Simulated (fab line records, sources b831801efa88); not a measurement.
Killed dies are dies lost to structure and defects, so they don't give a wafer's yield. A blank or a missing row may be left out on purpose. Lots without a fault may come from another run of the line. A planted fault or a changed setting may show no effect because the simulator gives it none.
One fault seen from 2 desks | flow gf180mcu | each desk has only its own numbers; what lay behind them comes last

THE METROLOGY DESK
What the gauges read, lot by lot, whatever tool the lot ran on: means of the sampled wafers that have a number. A lot is out of limits, marked OUT, if its mean lies more than 4 standard deviations from the usual mean; the brackets give that distance.
Columns: A = cd_nm at GF_NSD_CD_MEAS_07, usual 399.5 nm; B = NSD_TW at GF_NSD_TW_MEAS_12, usual 4251; C = NSD_RS at GF_PSD_RS_MEAS_14, usual 46.18 ohm/sq; D = PSD_RS at GF_PSD_RS_MEAS_15, usual 108.66 ohm/sq
lot  | first seen here | A     | B               | C               | D
L844 | day 14 19:31    | 399.3 | 4230            | 46.11           | 108.35
L846 | day 15 12:56    | 396.8 | 4244            | 46.21           | 108.87
L847 | day 16 09:02    | 401.3 | 4251            | 46.23           | 108.82
L849 | day 16 16:53    | 398.4 | 4252            | 46.14           | 108.56
L850 | day 17 01:18    | 398.7 | 4232            | 46.12           | 108.68
L853 | day 18 03:59    | 400.8 | 4051 (-7.1) OUT | 49.92 (+43) OUT | 108.73
L854 | day 18 14:24    | 399.3 | 4033 (-7.8) OUT | 49.89 (+42) OUT | 108.79
L859 | day 20 07:32    | 402.4 | 4263            | 46.08           | 108.16
L860 | day 20 13:16    | 399.3 | 4277            | 46.07           | 108.18
L862 | day 21 04:24    | 396.4 | 4240            | 46.23           | 108.79
L863 | day 21 10:39    | 398.7 | 4297            | 46.17           | 108.68
This desk's finding: out of limits on L853, L854; first on L853, day 18 04:32 (NSD_TW at GF_NSD_TW_MEAS_12). In limits: L844, L846, L847, L849, L850, L859, L860, L862, L863.

THE TOOL OWNER'S DESK: implanter-04
The tool's own readings at GF_NSD_IMPLANT_09: means of the sampled wafers that have a number, for each lot that ran on this tool. A lot is out of limits, marked OUT, if its mean lies more than 4 standard deviations from the usual mean; the brackets give that distance.
Columns: A = beam_energy_keV at GF_NSD_IMPLANT_09, usual 59.997
lot  | first seen here | A
L844 | day 14 19:40    | 59.983
L846 | day 15 13:05    | 59.993
L850 | day 17 01:28    | 59.989
L853 | day 18 04:08    | 47.058 (-99 or more) OUT
L854 | day 18 14:34    | 47.047 (-99 or more) OUT
L863 | day 21 10:49    | 59.999
This desk's finding: out of limits on L853, L854; first on L853, day 18 04:08 (beam_energy_keV at GF_NSD_IMPLANT_09). In limits: L844, L846, L850, L863.

PUT TOGETHER
The tool owner's desk could have raised an alarm at day 18 04:08, on L853, L854.
The metrology desk could have raised an alarm at day 18 04:32, on L853, L854.
Of the lots named, all ran GF_NSD_IMPLANT_09 on implanter-04.

WHAT THE SIMULATOR HAD PUT IN
Process parameter drift: implanter-04, from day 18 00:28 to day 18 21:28, at GF_NSD_IMPLANT_09. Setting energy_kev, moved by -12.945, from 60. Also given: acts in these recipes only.
Lots struck among those shown: L853, L854.
Hours from the fault's start to each desk's first reading out of limits: the tool owner's desk, 4; the metrology desk, 4.
